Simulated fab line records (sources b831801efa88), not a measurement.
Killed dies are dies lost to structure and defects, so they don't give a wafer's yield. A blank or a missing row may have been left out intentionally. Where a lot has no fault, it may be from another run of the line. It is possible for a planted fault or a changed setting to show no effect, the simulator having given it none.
Which of the tools did it?    flow sky130    12 lots, 36 wafers sampled, at 2 steps of a route of 708

WHAT THE GAUGES READ, wafer by wafer
SKY_CAPM_THK_MEAS_01. Usual: for CAPM_CVD_00_THK the level is 15.43 nm and the standard deviation is 0.24.
lot   measured      on            CAPM_CVD_00_THK (nm)  flag
L303  day 36 08:33  filmMetro-03  15.15 15.24 15.41     
L305  day 37 03:55  filmMetro-03  15.03 15.62 15.53     
L306  day 37 16:34  filmMetro-01  15.14 15.32 15.49     
L307  day 37 17:59  filmMetro-04  15.36 15.75 15.73     
L308  day 38 06:02  filmMetro-01  15.27 15.48 15.29     
L313  day 39 18:43  filmMetro-03  15.68 15.59 15.68     
L314  day 40 03:43  filmMetro-03  15.25 15.16 15.65     
L320  day 41 18:13  filmMetro-03  14.99 15.77 15.37     
L321  day 42 03:29  filmMetro-03  15.20 15.36 15.64     
L324  day 42 18:08  filmMetro-03  15.28 15.32 15.29     
L326  day 43 05:38  filmMetro-01  15.81 16.11 15.83     
L325  day 43 06:19  filmMetro-01  15.07 15.17 15.25     

SKY_CAPM_THK_MEAS_04: measures by xrf. Usual: for CAPM_TIN_THK the level is 202.7 nm and the standard deviation is 2.3.
lot   measured      on            CAPM_TIN_THK (nm)  flag
L303  day 36 08:50  filmMetro-04  203.5 204.5 203.4  
L305  day 37 04:12  filmMetro-01  201.5 202.6 199.0  
L306  day 37 16:51  filmMetro-04  199.6 200.2 201.2  
L307  day 37 18:16  filmMetro-03  205.8 203.5 200.4  
L308  day 38 06:19  filmMetro-01  198.2 198.2 197.8  
L313  day 39 19:01  filmMetro-04  202.5 200.5 201.8  
L314  day 40 04:00  filmMetro-03  204.4 200.1 203.1  
L320  day 41 18:30  filmMetro-04  205.7 203.8 206.1  
L321  day 42 03:47  filmMetro-04  203.7 203.8 205.7  
L324  day 42 18:25  filmMetro-01  204.6 206.3 205.8  
L326  day 43 05:55  filmMetro-03  199.9 201.0 200.3  
L325  day 43 06:36  filmMetro-04  202.4 201.8 203.1  

EACH LOT AND THE TOOL THAT RAN IT (in order: tool; ch and the chambers of the sampled wafers; start)
There is no process step in the record ahead of these readings.

AS READ BY THE TOOLS THEMSELVES (means over the sampled wafers that have a number; for cases with no such wafer, the mark the record gives instead)
The record holds no such reading with a usual standard deviation.

THE ANSWER, worked out from the rows above alone
Rule: lot off if the mean of its wafers having a number is beyond 3 standard deviations from the usual mean. Also off: a lot with no number at a reading for which 4 or more lots have one. The other lots that the step has rows for count as sound. First the gauges in route order, then the tools' own readings, where a lot's mean is used as printed above. The first step at which some lot is off is used, and at that step the reading that is off furthest; a lot without a number counts as furthest.
No lot is off at any reading shown: from this, nothing can be told.

WHAT THE SIMULATOR PUT IN
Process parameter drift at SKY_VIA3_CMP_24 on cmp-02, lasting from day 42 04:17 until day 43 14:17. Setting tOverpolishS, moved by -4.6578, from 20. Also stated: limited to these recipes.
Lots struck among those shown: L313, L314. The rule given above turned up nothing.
